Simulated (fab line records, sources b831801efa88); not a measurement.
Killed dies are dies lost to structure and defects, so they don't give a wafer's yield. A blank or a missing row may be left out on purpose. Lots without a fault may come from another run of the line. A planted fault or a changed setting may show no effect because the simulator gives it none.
A struck lot beside a sound one | flow gf180mcu | 18 steps out of a route of 602
Sound: wafers L470.4, L470.5, L470.6. Struck: wafers L480.1, L480.3, L480.4. The cause comes at the end.
At each step with rows: each side's tool, then ch and its chambers, then its first start. Under that, the readings that differ: sound wafers | struck wafers | difference of the means | sigmas: that difference in standard deviations of wafers without a fault.
alike: readings whose means differ by less than 2 such deviations, and words and numbers that are the same on both sides. not compared: withheld readings, readings that some wafer has no value for, bounds like >300 that may hide the same value, and numbers for which the record gives no deviation and whose values overlap.
The two part at a step that has a row with sigmas, a row that says differs or no value, or rows on one side only. Numbers that don't overlap but have no deviation are shown without sigmas and don't part them. A reading that every wafer of one side lacks parts them only if that side has two wafers or more.

first, 3 steps without rows for these wafers: GF_HV_LDD_EXPOSE_16 (exposes mask Pplus LV AREA, target cd 400 nm); GF_HV_LDD_PEB_17; GF_HV_LDD_DEVELOP_18 (develop time 60 s).
GF_HV_LDD_CD_MEAS_19: target cd 400 nm.
  sound on cd_sem-02, day 13 13:28; struck on cd_sem-02, day 16 12:55
  alike: cd_nm
GF_HV_LDD_OVL_MEAS_20:
  sound on overlay-02, day 13 13:32; struck on overlay-02, day 16 13:02
  alike: HV_LDD_01_OVL
then, 1 step without rows for these wafers: GF_HV_LDD_IMPLANT_21.
GF_HV_LDD_STRIP_22: strips in O2/N2.
  sound on plasma_asher-04 ch 0,1, day 13 13:45; struck on plasma_asher-04 ch 0,1, day 16 13:13
  alike: chamber_pressure_mTorr, drypump_motor_current_A, heater_power_w, oes_product_au, strip_time_to_endpoint_s
  not compared: rf_hours_counter_h
GF_HV_LDD_TW_MEAS_23:
  sound on film_metro-04, day 13 13:50; struck on film_metro-04, day 16 13:19
  alike: HV_LDD_2_TW
then, 4 steps without rows for these wafers: GF_HV_LDD_DEHYDRATE_24 (time 60 s); GF_HV_LDD_HMDS_25 (prime time 60 s); GF_HV_LDD_COAT_26 (resist thk 1000 nm); GF_HV_LDD_SOFTBAKE_27 (time 60 s).
GF_HV_LDD_EXPOSE_28: exposes mask Nplus HV AREA, target cd 400 nm.
  sound on iline_stepper-02 ch 0, day 14 00:44; struck on iline_stepper-01 ch 0, day 17 00:21
  reading              | sound                | struck               | difference | sigmas
  exposure_dose_mJ_cm2 | 139.89 140.00 139.92 | 132.85 132.90 133.07 | -7.00      | -54
  alike: mask, focus_offset_nm, stage_vel_mm_s
then, 2 steps without rows for these wafers: GF_HV_LDD_PEB_29; GF_HV_LDD_DEVELOP_30 (develop time 60 s).
GF_HV_LDD_CD_MEAS_31: target cd 400 nm.
  sound on cd_sem-02, day 14 10:46; struck on cd_sem-01, day 17 11:42
  reading    | sound             | struck            | difference | sigmas
  cd_nm (nm) | 403.0 400.8 402.2 | 387.5 386.9 386.5 | -15.0      | -8
GF_HV_LDD_OVL_MEAS_32:
  sound on overlay-01, day 14 10:51; struck on overlay-01, day 17 11:49
  alike: HV_LDD_02_OVL
-- the record jumps here: 17 days lie between the struck wafers' starts before and after (it left off in module HV_LDD and takes up again in module PASSIVATION, whose first step shown is number 602 of the route) --
GF_PASSIVATION_PROBE_99:
  the record has rows for the struck wafers here (prober-02, day 34 03:20) and none for the sound ones

WHERE THEY PART
First at GF_HV_LDD_EXPOSE_28; last, within this record, at GF_PASSIVATION_PROBE_99.

WHY: what the simulator had put in
Process parameter drift: iline_stepper-01, from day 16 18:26 on, at GF_HV_LDD_EXPOSE_28. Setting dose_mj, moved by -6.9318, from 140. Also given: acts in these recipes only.
